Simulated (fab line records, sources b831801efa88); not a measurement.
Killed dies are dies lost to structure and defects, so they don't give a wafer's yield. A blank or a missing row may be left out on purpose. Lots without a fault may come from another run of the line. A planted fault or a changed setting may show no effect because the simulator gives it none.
A struck lot beside a sound one | flow gf180mcu | 14 steps out of a route of 602
Sound: wafers L356.2, L356.3, L356.5. Struck: wafers L351.4, L351.5, L351.6. The cause comes at the end.
At each step with rows: each side's tool, then ch and its chambers, then its first start. Under that, the readings that differ: sound wafers | struck wafers | difference of the means | sigmas: that difference in standard deviations of wafers without a fault.
alike: readings whose means differ by less than 2 such deviations, and words and numbers that are the same on both sides. not compared: withheld readings, readings that some wafer has no value for, bounds like >300 that may hide the same value, and numbers for which the record gives no deviation and whose values overlap.
The two part at a step that has a row with sigmas, a row that says differs or no value, or rows on one side only. Numbers that don't overlap but have no deviation are shown without sigmas and don't part them. A reading that every wafer of one side lacks parts them only if that side has two wafers or more.

GF_SAB_STRIP_13: strips in O2/N2.
  sound on plasma_asher-03 ch 0,1, day 21 07:11; struck on plasma_asher-03 ch 0,1, day 19 10:22
  reading           | sound                | struck               | difference | sigmas
  platen_temp_c (C) | 250.01 249.72 249.76 | 250.36 250.10 250.12 | +0.36      | +2
  alike: drypump_motor_current_A, heater_power_w, oes_product_au, strip_time_to_endpoint_s
  not compared: rf_hours_counter_h
then, 2 steps without rows for these wafers: GF_SALICIDE_CLEAN_00 (cleans in SC1/SC2, time 150 s); GF_SALICIDE_WET_ETCH_01 (etches SiO2 in dHF, target depth 5 nm, time 100 s).
GF_SALICIDE_SPUTTER_02: material Co, target thk 10 nm, time 20 s.
  sound on pvd_sputter-01, day 21 07:23; struck on pvd_sputter-04, day 19 10:31
  alike: throttle_valve_pct
GF_SALICIDE_SPUTTER_03: material TiN, target thk 20 nm, time 16.7 s.
  sound on pvd_sputter-01, day 21 07:25; struck on pvd_sputter-04, day 19 10:33
  alike: throttle_valve_pct
GF_SALICIDE_RS_MEAS_04: measures by four-point-probe.
  sound on film_metro-01, day 21 07:28; struck on film_metro-04, day 19 10:38
  alike: SALICIDE_TIN_RS
GF_SALICIDE_THK_MEAS_05: measures by xrf.
  sound on film_metro-01, day 21 07:34; struck on film_metro-04, day 19 10:44
  reading               | sound             | struck            | difference | sigmas
  SALICIDE_TIN_THK (nm) | 19.98 19.94 19.84 | 20.29 20.41 20.43 | +0.46      | +2
GF_SALICIDE_RTA_06: time 30 s.
  sound on rtp_anneal-01 ch 0, day 21 07:38; struck on rtp_anneal-01 ch 0, day 19 10:49
  alike: lamp_power_pct, wafer_temp_C_max
then, 1 step without rows for these wafers: GF_SALICIDE_WET_ETCH_07 (etches the open film in SPM, target depth 120 nm).
GF_SALICIDE_RTA_08: time 30 s.
  sound on rtp_anneal-02 ch 0, day 21 07:49; struck on rtp_anneal-02 ch 0, day 19 11:00
  alike: lamp_power_pct, wafer_temp_C_max
then, 1 step without rows for these wafers: GF_CONTACT_CVD_00 (deposits SiO2, target thk 300 nm, time 50 s).
GF_CONTACT_THK_MEAS_01:
  sound on film_metro-02, day 21 07:58; struck on film_metro-03, day 19 11:07
  alike: CONTACT_CVD_00_THK
GF_CONTACT_CVD_02: deposits SiO2 from TEOS, target thk 860 nm, time 95.992 s.
  sound on pecvd-01 ch 1,2, day 21 08:01; struck on pecvd-04 ch 0,1,2, day 19 11:11
  no value came back on the struck wafers for heater_power_outer_w (W), heater_power_w (W), rf_fwd_power_W (W); on the sound wafers heater_power_outer_w (W) reads 369 340 397
GF_PASSIVATION_PROBE_99:
  the record has rows for the sound wafers here (prober-01, day 33 17:53) and none for the struck ones

WHERE THEY PART
First at GF_SAB_STRIP_13; last, within this record, at GF_PASSIVATION_PROBE_99.

WHY: what the simulator had put in
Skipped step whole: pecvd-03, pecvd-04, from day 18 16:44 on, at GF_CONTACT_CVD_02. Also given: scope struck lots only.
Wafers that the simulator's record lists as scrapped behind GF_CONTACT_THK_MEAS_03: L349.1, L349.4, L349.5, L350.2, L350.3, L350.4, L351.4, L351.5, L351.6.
